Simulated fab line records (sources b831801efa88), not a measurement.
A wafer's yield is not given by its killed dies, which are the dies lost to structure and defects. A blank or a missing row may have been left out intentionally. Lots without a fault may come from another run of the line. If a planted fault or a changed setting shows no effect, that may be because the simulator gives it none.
fab line records ; flow sky130
record: lots: 13; wafers: 38; last-day: 50
route steps=708 shown VT_ADJUST_HVTP@93 SONOS_TUNNEL@160 SONOS_ONO@171
lots untouched by any fault: they come from a run of this same line in which no faults occurred
start-h: hours from the record's opening day to when the first of the lot's shown wafers began ; wait-h: hours since the lot's step before ; " as in the row above ; L1.1+2: several wafers, shown together as one row ; - either no value or no given start ; * or withheld: withheld ; < > ~ a bound
route shown NAME@n: a module of which the file shows steps, and the number in the route of the first ; usual: mean/standard deviation of fault-free wafers ; same: alike in all rows ; chamber/n: place in a boat ; sites: per-site readings ; _std_site: standard deviation across them ; _edge_site: outer sites' mean less inner sites' ; radius-mm: for every site, how far away it sits from the centre of the wafer ; mask NAME#n: copy n ; behind: the last tool/chamber to shape the wafer ; hold: what put the lot on hold/how long, in hours/how the hold closed ; device: whichever transistor did not switch (one of n, p or np) ; end of line: tests of these same wafers at the route's end ; a step without rows: its recipe alone ; killed: dies that structure and defects cost at the first sort, which is not the same as the wafer's yield ; map: the dies of a wafer, with x for killed, . for not killed, _ for no die there
set.NAME: the setting the step ran with; set.NAME@STEP: the setting that earlier step ran with ; model.NAME: the simulator's own value behind a step, which no gauge read
the route's steps for a sample of lots (tables are steps, rows are wafers)
services: a tool's chamber out of use, with start hour (start-h, from the record's first day; less than 0 if before it), hours out, and reason
== steps ==
step: SKY_VT_ADJUST_HVTP_OVL_MEAS_08
usual: VT_ADJUST_HVTP_OVL: 0.7/1.6
lot.wafer;tool;chamber;start-h;wait-h;VT_ADJUST_HVTP_OVL[nm]
L902.2;overlay-01;-;118.53;0.1;0.8
L902.4;overlay-01;-;118.53;0.1;1.4
L902.5;overlay-01;-;118.53;0.1;1.3
L905.1;overlay-01;-;137.79;0.1;0.3
L905.2;overlay-01;-;137.79;0.1;0.4
L905.4;overlay-01;-;137.79;0.1;1.7
L907.1;overlay-01;-;150.63;0.1;2.2
L907.4;overlay-01;-;150.63;0.1;2.8
L907.5;overlay-01;-;150.63;0.1;5.0
L908.2;overlay-01;-;160.04;0.1;1.3
L908.3;overlay-01;-;160.04;0.1;1.1
L908.4;overlay-01;-;160.04;0.1;-0.6
L909.1;overlay-01;-;166.49;0.1;2.3
L909.2;overlay-01;-;166.49;0.1;0.8
L909.4;overlay-01;-;166.49;0.1;3.7
L910.1;overlay-02;-;171.53;0.1;3.6
L910.3;overlay-02;-;171.53;0.1;4.1
L910.6;overlay-02;-;171.53;0.1;2.9
L911.1;overlay-02;-;177.12;0.1;-0.7
L911.2;overlay-02;-;177.12;0.1;0.3
L914.2;overlay-01;-;197.43;0.1;2.4
L914.4;overlay-01;-;197.43;0.1;1.8
L914.5;overlay-01;-;197.43;0.1;3.2
L919.1;overlay-01;-;228.83;0.1;0.5
L919.5;overlay-01;-;228.83;0.1;0.3
L919.6;overlay-01;-;228.83;0.1;1.6
L922.1;overlay-01;-;249.27;0.1;-2.4
L922.3;overlay-01;-;249.27;0.1;-1.0
L922.6;overlay-01;-;249.27;0.1;-0.9
L923.1;overlay-01;-;253.47;0.1;3.8
L923.4;overlay-01;-;253.47;0.1;2.0
L923.5;overlay-01;-;253.47;0.1;1.1
L924.3;overlay-02;-;259.09;0.1;0.5
L924.5;overlay-02;-;259.09;0.1;0.0
L924.6;overlay-02;-;259.09;0.1;0.5
L925.1;overlay-02;-;274.93;0.1;1.5
L925.3;overlay-02;-;274.93;0.1;0.1
L925.5;overlay-02;-;274.93;0.1;0.6
step: SKY_SONOS_TUNNEL_DEVELOP_06
recipe: resist: NOVOLAK; developer: TMAH; develop-time-s: 60; dev-temp-c: 23
lot.wafer;tool;chamber;start-h;wait-h
L902.2+4+5;litho-track-02;0;244.13;0.1
L905.1+2+4;litho-track-01;0;267.79;0.1
L907.1+4+5;litho-track-01;0;287.49;0.1
L908.2+3+4;litho-track-01;0;298.11;0.1
L909.1+2+4;litho-track-01;0;306.34;0.1
L910.1+3+6;litho-track-02;0;313.71;0.1
L911.1+2;litho-track-01;0;319.99;0.1
L914.2+4+5;litho-track-01;0;344.46;0.1
L919.1+5+6;litho-track-04;0;383.16;0.1
L922.1+3+6;litho-track-04;0;410.26;0.1
L923.1+4+5;litho-track-01;0;415.14;0.1
L924.3+5+6;litho-track-04;0;422.76;0.1
L925.1+3+5;litho-track-01;0;442.09;0.1
step: SKY_SONOS_TUNNEL_CD_MEAS_07
recipe: target-cd-nm: 410
usual: cd-nm: 410.4/1.8
lot.wafer;tool;chamber;start-h;wait-h;cd-nm
L902.2;cd-sem-01;-;244.28;0.1;411.5
L902.4;cd-sem-01;-;244.28;0.1;411.6
L902.5;cd-sem-01;-;244.28;0.1;412.8
L905.1;cd-sem-02;-;267.94;0.1;413.0
L905.2;cd-sem-02;-;267.94;0.1;411.3
L905.4;cd-sem-02;-;267.94;0.1;412.8
L907.1;cd-sem-01;-;287.64;0.1;409.5
L907.4;cd-sem-01;-;287.64;0.1;410.7
L907.5;cd-sem-01;-;287.64;0.1;409.2
L908.2;cd-sem-01;-;298.26;0.1;411.2
L908.3;cd-sem-01;-;298.26;0.1;410.4
L908.4;cd-sem-01;-;298.26;0.1;410.0
L909.1;cd-sem-02;-;306.49;0.1;410.7
L909.2;cd-sem-02;-;306.49;0.1;450.5
L909.4;cd-sem-02;-;306.49;0.1;411.1
L910.1;cd-sem-02;-;313.86;0.1;408.7
L910.3;cd-sem-02;-;313.86;0.1;406.6
L910.6;cd-sem-02;-;313.86;0.1;408.2
L911.1;cd-sem-02;-;320.14;0.1;412.5
L911.2;cd-sem-02;-;320.14;0.1;450.8
L914.2;cd-sem-01;-;344.61;0.1;449.0
L914.4;cd-sem-01;-;344.61;0.1;411.8
L914.5;cd-sem-01;-;344.61;0.1;450.8
L919.1;cd-sem-01;-;383.31;0.1;413.8
L919.5;cd-sem-01;-;383.31;0.1;412.9
L919.6;cd-sem-01;-;383.31;0.1;410.3
L922.1;cd-sem-01;-;410.41;0.1;412.4
L922.3;cd-sem-01;-;410.41;0.1;412.0
L922.6;cd-sem-01;-;410.41;0.1;413.3
L923.1;cd-sem-01;-;415.29;0.1;409.8
L923.4;cd-sem-01;-;415.29;0.1;411.1
L923.5;cd-sem-01;-;415.29;0.1;408.6
L924.3;cd-sem-02;-;422.90;0.1;408.6
L924.5;cd-sem-02;-;422.90;0.1;408.5
L924.6;cd-sem-02;-;422.90;0.1;410.6
L925.1;cd-sem-02;-;442.24;0.1;407.1
L925.3;cd-sem-02;-;442.24;0.1;405.4
L925.5;cd-sem-02;-;442.24;0.1;407.5
step: SKY_SONOS_ONO_THK_MEAS_03
recipe: reads: Si3N4_of_SONOS_ONO_CVD_02
usual: SONOS_ONO_CVD_02_THK: 10.58/0.13
lot.wafer;tool;chamber;start-h;wait-h;SONOS_ONO_CVD_02_THK[nm]
L902.2;film-metro-01;-;250.76;0.0;10.57
L902.4;film-metro-01;-;250.76;0.0;10.48
L902.5;film-metro-01;-;250.76;0.0;10.43
L905.1;film-metro-01;-;271.32;0.0;10.59
L905.2;film-metro-01;-;271.32;0.0;10.50
L905.4;film-metro-01;-;271.32;0.0;10.59
L907.1;film-metro-04;-;291.88;0.0;10.80
L907.4;film-metro-04;-;291.88;0.0;10.72
L907.5;film-metro-04;-;291.88;0.0;10.75
L908.2;film-metro-01;-;301.76;0.0;10.46
L908.3;film-metro-01;-;301.76;0.0;10.37
L908.4;film-metro-01;-;301.76;0.0;10.54
L909.1;film-metro-02;-;311.23;0.0;10.54
L909.2;film-metro-02;-;311.23;0.0;10.52
L909.4;film-metro-02;-;311.23;0.0;10.64
L910.1;film-metro-02;-;318.84;0.0;10.61
L910.3;film-metro-02;-;318.84;0.0;10.61
L910.6;film-metro-02;-;318.84;0.0;10.51
L911.1;film-metro-02;-;328.88;0.0;10.46
L911.2;film-metro-02;-;328.88;0.0;10.41
L914.2;film-metro-02;-;350.96;0.0;10.74
L914.4;film-metro-02;-;350.96;0.0;10.72
L914.5;film-metro-02;-;350.96;0.0;10.74
L919.1;film-metro-04;-;387.19;0.0;10.52
L919.5;film-metro-04;-;387.19;0.0;10.65
L919.6;film-metro-04;-;387.19;0.0;10.52
L922.1;film-metro-02;-;416.46;0.0;10.56
L922.3;film-metro-02;-;416.46;0.0;10.51
L922.6;film-metro-02;-;416.46;0.0;10.43
L923.1;film-metro-01;-;428.78;0.0;10.52
L923.4;film-metro-01;-;428.78;0.0;10.45
L923.5;film-metro-01;-;428.78;0.0;10.42
L924.3;film-metro-01;-;431.21;0.0;10.40
L924.5;film-metro-01;-;431.21;0.0;10.54
L924.6;film-metro-01;-;431.21;0.0;10.45
L925.1;film-metro-01;-;445.87;0.0;10.64
L925.3;film-metro-01;-;445.87;0.0;10.57
L925.5;film-metro-01;-;445.87;0.0;10.62
step: SKY_SONOS_ONO_ETCH_15
recipe: target-depth-nm: 19.52; chemistry: CHF3/O2; source-w: 600; bias-w: 200; pressure-mtorr: 40; chf3-flow-sccm: 50; O2_flow_sccm: 5; time-s: 7.8
usual: drypump-motor-current-A: 5.7/0.47; oes-product-au: 1.004/0.0081; throttle-valve-pct: 8.826/0.0092
lot.wafer;tool;chamber;start-h;wait-h;drypump-motor-current-A;oes-product-au;rf-hours-counter-h;throttle-valve-pct
L902.2;rie-diel-04;3;276.06;0.0;6.0;1.006;68;8.823
L902.4;rie-diel-04;1;276.06;0.0;5.9;0.999;46;8.820
L902.5;rie-diel-04;1;276.06;0.0;5.9;1.002;-;8.822
L905.1;rie-diel-01;0;297.87;0.0;6.6;1.000;111;8.821
L905.2;rie-diel-01;2;297.87;0.0;5.7;0.994;59;8.804
L905.4;rie-diel-01;3;297.87;0.0;5.8;1.004;42;8.819
L907.1;rie-diel-03;1;318.47;0.0;4.7;1.008;37;8.820
L907.4;rie-diel-03;3;318.47;0.0;5.9;1.005;7;8.821
L907.5;rie-diel-03;2;318.47;0.0;6.0;1.023;-;8.826
L908.2;rie-diel-01;0;329.04;0.0;6.5;1.001;111;8.835
L908.3;rie-diel-01;3;329.04;0.0;5.8;0.996;42;8.819
L908.4;rie-diel-01;1;329.04;0.0;5.3;1.013;14;8.808
L909.1;rie-diel-03;2;338.26;0.0;5.9;1.014;12;8.830
L909.2;rie-diel-03;0;338.26;0.0;5.1;1.016;74;8.836
L909.4;rie-diel-03;3;338.26;0.0;5.8;0.999;8;8.831
L910.1;rie-diel-03;2;345.92;0.0;5.9;1.009;12;8.848
L910.3;rie-diel-03;3;345.92;0.0;5.8;1.005;8;8.821
L910.6;rie-diel-03;3;345.92;0.0;5.8;1.007;-;8.807
L911.1;rie-diel-03;3;356.81;0.0;5.8;1.007;8;8.826
L911.2;rie-diel-03;0;356.81;0.0;5.1;0.998;75;8.840
L914.2;rie-diel-04;1;380.97;0.0;5.8;1.002;48;8.819
L914.4;rie-diel-04;1;380.97;0.0;5.8;1.009;-;8.819
L914.5;rie-diel-04;0;380.97;0.0;5.9;0.999;-;8.835
L919.1;rie-diel-01;1;417.84;0.0;5.3;1.001;15;8.821
L919.5;rie-diel-01;1;417.84;0.0;5.3;1.004;-;8.812
L919.6;rie-diel-01;0;417.84;0.0;6.5;0.988;-;8.820
L922.1;rie-diel-01;0;447.32;0.0;6.5;1.005;1;8.837
L922.3;rie-diel-01;3;447.32;0.0;5.8;0.990;44;8.825
L922.6;rie-diel-01;0;447.32;0.0;6.5;0.997;-;8.831
L923.1;rie-diel-01;1;464.59;0.0;5.3;1.006;16;8.826
L923.4;rie-diel-01;3;464.59;0.0;5.8;0.997;45;8.830
L923.5;rie-diel-01;3;464.59;0.0;5.8;1.006;-;8.845
L924.3;rie-diel-03;2;464.71;0.0;5.9;1.006;15;8.821
L924.5;rie-diel-03;1;464.71;0.0;4.7;0.999;-;8.839
L924.6;rie-diel-03;0;464.71;0.0;5.1;1.007;-;8.826
L925.1;rie-diel-03;0;478.12;0.0;5.1;1.015;77;8.827
L925.3;rie-diel-03;3;478.12;0.0;5.8;1.003;11;8.826
L925.5;rie-diel-03;0;478.12;0.0;5.1;1.021;-;8.832
== services ==
tool;chamber;start-h;hours;kind
rie-diel-04;-;235.28;0.4;repair
rie-diel-03;0;236.60;4.0;repair
rie-diel-04;-;237.90;2.2;repair
rie-diel-04;-;243.03;10.0;pm
rie-diel-01;2;245.79;10.4;repair
rie-diel-03;1;255.82;6.5;repair
litho-track-02;-;264.29;-;consumable-replace:filter
rie-diel-04;3;280.18;13.6;repair
rie-diel-04;2;289.62;22.4;repair
litho-track-04;-;345.87;-;consumable-replace:filter
rie-diel-04;3;357.75;27.4;repair
rie-diel-01;0;381.51;2.4;repair
rie-diel-01;0;392.08;-;clean
rie-diel-01;0;392.08;18.6;scheduled-down
rie-diel-01;0;392.08;18.6;vent-cycle
rie-diel-04;0;404.01;5.8;repair
rie-diel-04;0;412.70;-;clean
rie-diel-04;0;412.70;17.2;scheduled-down
rie-diel-04;0;412.70;17.2;vent-cycle
litho-track-01;-;429.47;-;consumable-replace:filter
rie-diel-01;0;477.71;14.4;repair
== key ==
first-sign: step: SKY_SONOS_TUNNEL_CD_MEAS_07; reading: cd-nm; direction: up; sigmas: 22; usual: 410.4; struck: 450.3
effect none on later readings
met-at SKY_SONOS_TUNNEL_DEVELOP_06
struck-lots L909,L911,L914
struck-wafers L909.2,L911.2,L914.2,L914.5
tester-left-out L909,L911,L914
not-acting-at SKY_VT_ADJUST_HVTP_OVL_MEAS_08,SKY_SONOS_ONO_THK_MEAS_03,SKY_SONOS_ONO_ETCH_15
onset-between 298.11 306.34
fault: kind: process-parameter-drift; tool: litho-track-01; chamber: -; onset-h: 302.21; steps: SKY_SONOS_TUNNEL_DEVELOP_06; channel: develop-time-s; offset: *; shape: step; end-h: 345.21; scope: struck-wafers-only; acts-in: *; stated: *
tester-left-out: of these lots the tester's yield and bins aren't shown, on N5 and GAA mostly nor the transistor test; their killed dies are dies lost to structure and defects alone, not to doping, threshold or leakage, so they don't give the yield
